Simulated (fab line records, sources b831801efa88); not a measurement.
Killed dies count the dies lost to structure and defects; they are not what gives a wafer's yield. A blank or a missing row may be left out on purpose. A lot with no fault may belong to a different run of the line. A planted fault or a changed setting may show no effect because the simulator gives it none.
fab line records	flow gf180mcu
record: lots: 14	wafers: 42	lastDay: 34
route steps=602 shown DNWELL@39 SALICIDE@286 M2@376
lots untouched by any fault: they come from a run of this same line in which no faults occurred
startH: the number of hours between the record's first day and the start of the first shown wafer of the lot	waitH: hours since the lot's step before	" the same as in the row above	L1.1+2: one row covering several wafers at once	- no value, or no start was given	* or withheld: withheld	< > ~ a bound
route shown NAME@n: NAME is a module with steps in the file, n the number in the route of the first one	usual: mean and standard deviation over wafers with no fault	same: alike in all rows	chamber/n: place in a boat	sites: readings site by site	_std_site: standard deviation of those values	_edge_site: the outer-site mean with the inner-site mean subtracted	radiusMm: how far each site lies from the wafer's centre	mask NAME#n: copy n	behind: the last tool/chamber to shape the wafer	hold: what put the lot on hold/how long, in hours/how the hold closed	device: the transistor (n, p or np) that didn't switch	end of line: the route-end tests of the same wafers	where a step has no rows: the recipe by itself	killed: not the wafer's yield, but the dies lost to structure and defects at the first sort	map: dies across one wafer; x = killed, . = not, _ = none there
set.NAME: the setting the step ran with; set.NAME@STEP: the setting that earlier step ran with	model.NAME: the simulator's own value behind a step, which no gauge read
one table for each step of the route and one row for each wafer, over a sample of lots
services: the hour from which a tool's chamber was out of use, counted from the record's first day as startH (under 0 if before that day), plus the number of hours and why
== steps ==
step: GF_DNWELL_IMPLANT_07
recipe: species: P	energyKev: 1500	doseCm2: 1e+13	tiltDeg: 0
usual: doseIonsCm2: 1.0001e+13/1.2e+10	faradayCurrentUA: 56.4/1.1
lot.wafer	tool	chamber	startH	waitH	doseIonsCm2	faradayCurrentUA
L736.1	implanter-02	0	43.71	-	1.0001e+13	55.9
L736.3	"	0	"	"	1e+13	55.1
L736.5	"	0	"	"	1.0004e+13	56.1
L737.2	implanter-04	0	47.96	-	1.0014e+13	57.2
L737.4	"	0	"	"	1.0007e+13	55.3
L737.5	"	0	"	"	1.0018e+13	56.7
L738.2	implanter-03	0	53.73	-	9.992e+12	58.6
L738.3	"	0	"	"	9.99e+12	57.9
L738.6	"	0	"	"	1.0005e+13	56.6
L739.1	implanter-04	0	61.28	-	9.987e+12	57.3
L739.2	"	0	"	"	9.987e+12	54.7
L739.3	"	0	"	"	9.998e+12	55.9
L742.3	implanter-02	0	74.35	-	9.999e+12	55.6
L742.4	"	0	"	"	1.0009e+13	56.3
L742.5	"	0	"	"	9.991e+12	59.2
L744.3	implanter-02	0	85.83	-	9.97e+12	55.8
L744.4	"	0	"	"	1.0013e+13	55.7
L744.5	"	0	"	"	9.995e+12	58.9
L745.2	implanter-04	0	90.63	-	1.0001e+13	57.1
L745.5	"	0	"	"	1.002e+13	56.5
L745.6	"	0	"	"	1.0017e+13	58.6
L747.2	implanter-02	0	100.66	-	9.984e+12	55.8
L747.4	"	0	"	"	9.984e+12	55.4
L747.6	"	0	"	"	9.964e+12	56.6
L749.1	implanter-02	0	110.55	-	9.999e+12	53.7
L749.3	"	0	"	"	1.0004e+13	58.9
L749.4	"	0	"	"	1.0004e+13	56.5
L751.1	implanter-04	0	122.13	-	1.5605e+13	88.0
L751.3	"	0	"	"	1.5631e+13	88.2
L751.4	"	0	"	"	1.5631e+13	90.0
L755.4	implanter-02	0	143.09	-	1.0003e+13	57.3
L755.5	"	0	"	"	9.99e+12	56.0
L755.6	"	0	"	"	1e+13	57.0
L756.1	implanter-04	0	148.06	-	1.5602e+13	88.0
L756.2	"	0	"	"	1.5606e+13	90.3
L756.5	"	0	"	"	1.5582e+13	87.0
L757.3	implanter-03	0	154.45	-	9.997e+12	56.5
L757.5	"	0	"	"	9.99e+12	57.5
L757.6	"	0	"	"	1.0014e+13	56.1
L758.2	implanter-03	0	158.36	-	1.0006e+13	56.1
L758.3	"	0	"	"	1.0026e+13	56.7
L758.4	"	0	"	"	1.0028e+13	56.0
step: GF_DNWELL_TW_MEAS_09
usual: DNWELL_TW: 1350/11
lot.wafer	tool	chamber	startH	waitH	DNWELL_TW
L736.1	filmMetro-04	-	43.96	0.1	1354
L736.3	"	-	"	"	1363
L736.5	"	-	"	"	1359
L737.2	filmMetro-04	-	48.19	0.1	1363
L737.4	"	-	"	"	1353
L737.5	"	-	"	"	1358
L738.2	filmMetro-03	-	53.96	0.1	1358
L738.3	"	-	"	"	1349
L738.6	"	-	"	"	1348
L739.1	filmMetro-02	-	61.53	0.1	1325
L739.2	"	-	"	"	1331
L739.3	"	-	"	"	1329
L742.3	filmMetro-04	-	74.57	0.1	1350
L742.4	"	-	"	"	1346
L742.5	"	-	"	"	1343
L744.3	filmMetro-02	-	86.05	0.1	1341
L744.4	"	-	"	"	1339
L744.5	"	-	"	"	1338
L745.2	filmMetro-02	-	90.86	0.1	1343
L745.5	"	-	"	"	1347
L745.6	"	-	"	"	1350
L747.2	filmMetro-04	-	100.89	0.1	1349
L747.4	"	-	"	"	1351
L747.6	"	-	"	"	1351
L749.1	filmMetro-04	-	110.80	0.1	1354
L749.3	"	-	"	"	1359
L749.4	"	-	"	"	1368
L751.1	filmMetro-04	-	122.38	0.1	1577
L751.3	"	-	"	"	1579
L751.4	"	-	"	"	1580
L755.4	filmMetro-04	-	143.29	0.1	1363
L755.5	"	-	"	"	1353
L755.6	"	-	"	"	1373
L756.1	filmMetro-02	-	148.31	0.1	1554
L756.2	"	-	"	"	1551
L756.5	"	-	"	"	1546
L757.3	filmMetro-02	-	154.67	0.1	1340
L757.5	"	-	"	"	1343
L757.6	"	-	"	"	1339
L758.2	filmMetro-02	-	158.59	0.1	1340
L758.3	"	-	"	"	1331
L758.4	"	-	"	"	1342
step: GF_SALICIDE_RTA_08
recipe: tempC: 800	timeS: 30	ambient: N2
usual: lampPowerPct: 14.0/1	wafer_temp_C_max: 803.3/0.83
same: timeS: 30
lot.wafer	tool	chamber	startH	waitH	lampPowerPct	wafer_temp_C_max
L736.1	rtpAnneal-02	0	343.87	0.0	15.2	803.1
L736.3	"	0	"	"	15.1	802.4
L736.5	"	0	"	"	15.1	802.5
L737.2	rtpAnneal-02	0	353.97	0.0	15.1	803.7
L737.4	"	0	"	"	15.1	802.4
L737.5	"	0	"	"	15.2	802.2
L738.2	rtpAnneal-02	0	356.86	0.0	15.1	803.0
L738.3	"	0	"	"	15.2	803.4
L738.6	"	0	"	"	15.1	802.8
L739.1	rtpAnneal-01	0	371.75	0.0	13.1	803.5
L739.2	"	0	"	"	13.1	804.5
L739.3	"	0	"	"	13.1	804.3
L742.3	rtpAnneal-02	0	388.73	0.0	15.2	803.1
L742.4	"	0	"	"	15.1	803.1
L742.5	"	0	"	"	15.1	803.5
L744.3	rtpAnneal-01	0	411.09	0.0	13.1	803.6
L744.4	"	0	"	"	13.1	801.8
L744.5	"	0	"	"	13.1	803.2
L745.2	rtpAnneal-01	0	415.08	0.0	13.1	803.6
L745.5	"	0	"	"	13.1	803.2
L745.6	"	0	"	"	13.1	804.1
L747.2	rtpAnneal-02	0	434.98	0.0	15.1	802.6
L747.4	"	0	"	"	15.2	803.6
L747.6	"	0	"	"	15.1	803.3
L749.1	rtpAnneal-02	0	453.30	0.0	15.1	802.0
L749.3	"	0	"	"	15.1	803.2
L749.4	"	0	"	"	15.2	803.7
L751.1	rtpAnneal-01	0	465.18	0.0	13.1	804.1
L751.3	"	0	"	"	13.1	803.1
L751.4	"	0	"	"	13.1	804.2
L755.4	rtpAnneal-01	0	503.57	0.1	13.1	802.3
L755.5	"	0	"	"	13.1	804.5
L755.6	"	0	"	"	13.1	802.3
L756.1	rtpAnneal-01	0	508.90	0.0	13.1	803.3
L756.2	"	0	"	"	13.1	803.2
L756.5	"	0	"	"	13.1	803.4
L757.3	rtpAnneal-01	0	516.07	0.0	13.1	803.7
L757.5	"	0	"	"	13.1	803.0
L757.6	"	0	"	"	13.1	803.7
L758.2	rtpAnneal-02	0	525.63	0.0	15.1	803.3
L758.3	"	0	"	"	15.1	801.6
L758.4	"	0	"	"	15.1	802.9
step: GF_M2_CD_MEAS_14
recipe: targetCdNm: 280
usual: cdNm: 280.0/1
lot.wafer	tool	chamber	startH	waitH	cdNm
L736.1	cdSem-02	-	441.78	0.1	279.9
L736.3	"	-	"	"	279.6
L736.5	"	-	"	"	277.8
L737.2	cdSem-02	-	452.51	0.1	280.1
L737.4	"	-	"	"	279.4
L737.5	"	-	"	"	281.1
L738.2	cdSem-02	-	456.95	0.1	279.0
L738.3	"	-	"	"	279.3
L738.6	"	-	"	"	279.0
L739.1	cdSem-01	-	472.19	0.1	278.8
L739.2	"	-	"	"	279.3
L739.3	"	-	"	"	280.1
L742.3	cdSem-02	-	493.27	0.1	281.7
L742.4	"	-	"	"	279.9
L742.5	"	-	"	"	280.2
L744.3	cdSem-02	-	513.00	0.1	280.5
L744.4	"	-	"	"	279.6
L744.5	"	-	"	"	280.2
L745.2	cdSem-01	-	515.46	0.1	281.3
L745.5	"	-	"	"	281.0
L745.6	"	-	"	"	281.4
L747.2	cdSem-02	-	534.31	0.1	279.3
L747.4	"	-	"	"	279.8
L747.6	"	-	"	"	278.8
L749.1	cdSem-01	-	552.13	0.1	282.0
L749.3	"	-	"	"	281.2
L749.4	"	-	"	"	279.6
L751.1	cdSem-02	-	563.13	0.1	279.8
L751.3	"	-	"	"	278.9
L751.4	"	-	"	"	280.4
L755.4	cdSem-02	-	597.09	0.1	279.5
L755.5	"	-	"	"	279.5
L755.6	"	-	"	"	278.9
L756.1	cdSem-02	-	603.10	0.1	280.1
L756.2	"	-	"	"	279.6
L756.5	"	-	"	"	279.3
L757.3	cdSem-01	-	609.77	0.1	278.2
L757.5	"	-	"	"	278.6
L757.6	"	-	"	"	278.2
L758.2	cdSem-01	-	618.12	0.1	279.2
L758.3	"	-	"	"	280.1
L758.4	"	-	"	"	279.3
step: GF_M2_OVL_MEAS_15
usual: M2_OVL: 0/5.4
lot.wafer	tool	chamber	startH	waitH	M2_OVL[nm]
L736.1	overlay-01	-	441.90	0.1	3
L736.3	"	-	"	"	5
L736.5	"	-	"	"	1
L737.2	overlay-01	-	452.62	0.1	9
L737.4	"	-	"	"	5
L737.5	"	-	"	"	14
L738.2	overlay-01	-	457.05	0.1	8
L738.3	"	-	"	"	4
L738.6	"	-	"	"	5
L739.1	overlay-01	-	472.31	0.1	-1
L739.2	"	-	"	"	0
L739.3	"	-	"	"	-2
L742.3	overlay-01	-	493.36	0.1	-3
L742.4	"	-	"	"	-3
L742.5	"	-	"	"	-7
L744.3	overlay-01	-	513.09	0.1	5
L744.4	"	-	"	"	6
L744.5	"	-	"	"	4
L745.2	overlay-01	-	515.57	0.1	-7
L745.5	"	-	"	"	-3
L745.6	"	-	"	"	-9
L747.2	overlay-01	-	534.42	0.1	-5
L747.4	"	-	"	"	-1
L747.6	"	-	"	"	-2
L749.1	overlay-01	-	552.25	0.1	-2
L749.3	"	-	"	"	-3
L749.4	"	-	"	"	-9
L751.1	overlay-01	-	563.25	0.1	3
L751.3	"	-	"	"	-1
L751.4	"	-	"	"	-3
L755.4	overlay-01	-	597.16	0.1	7
L755.5	"	-	"	"	4
L755.6	"	-	"	"	-2
L756.1	overlay-01	-	603.22	0.1	8
L756.2	"	-	"	"	9
L756.5	"	-	"	"	-1
L757.3	overlay-01	-	609.86	0.1	2
L757.5	"	-	"	"	3
L757.6	"	-	"	"	-1
L758.2	overlay-02	-	618.23	0.1	0
L758.3	"	-	"	"	0
L758.4	"	-	"	"	-2
== services ==
tool	chamber	startH	hours	kind
rtpAnneal-01	-	30.43	5.5	pm
implanter-02	-	64.94	1.8	repair
implanter-02	-	94.68	4.5	repair
implanter-03	-	118.11	2.2	pm
implanter-02	-	133.92	2.2	repair
implanter-03	-	169.16	0.8	repair
implanter-04	-	171.98	2.3	repair
implanter-03	-	206.15	4.4	pm
implanter-02	-	209.41	4.7	repair
implanter-03	-	217.86	6.7	repair
implanter-03	-	241.50	2.3	repair
implanter-04	-	273.27	18.4	repair
implanter-03	-	273.72	4.0	pm
implanter-04	-	291.68	4.9	pm
implanter-03	-	346.41	20.0	repair
implanter-02	-	369.89	2.0	repair
implanter-02	-	373.67	6.6	pm
rtpAnneal-02	-	512.57	3.5	pm
== key ==
firstSign: step: GF_DNWELL_IMPLANT_07	reading: doseIonsCm2	direction: up	sigmas: 99+	usual: 1.0001e+13	struck: 1.5609e+13
effect: step: GF_DNWELL_IMPLANT_07	reading: faradayCurrentUA	direction: up	sigmas: 29	usual: 56.4	struck: 88.6
effect: step: GF_DNWELL_TW_MEAS_09	reading: DNWELL_TW	direction: up	sigmas: 20	usual: 1350	struck: 1565
metAt GF_DNWELL_IMPLANT_07
struckLots L751,L756
testerLeftOut L751,L756
notActingAt GF_SALICIDE_RTA_08,GF_M2_CD_MEAS_14,GF_M2_OVL_MEAS_15
onsetBetween 90.63 122.13
fault: kind: processParameterDrift	tool: implanter-04	chamber: -	onsetH: 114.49	steps: GF_DNWELL_IMPLANT_07	channel: doseCm2	offset: 5.6158e+12	shape: step	endH: 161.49	actsIn: theseRecipesOnly	stated: 1e+13
testerLeftOut: of these lots the tester's yield and bins aren't shown, on N5 and GAA mostly nor the transistor test; their killed dies are dies lost to structure and defects alone, not to doping, threshold or leakage, so they don't give the yield
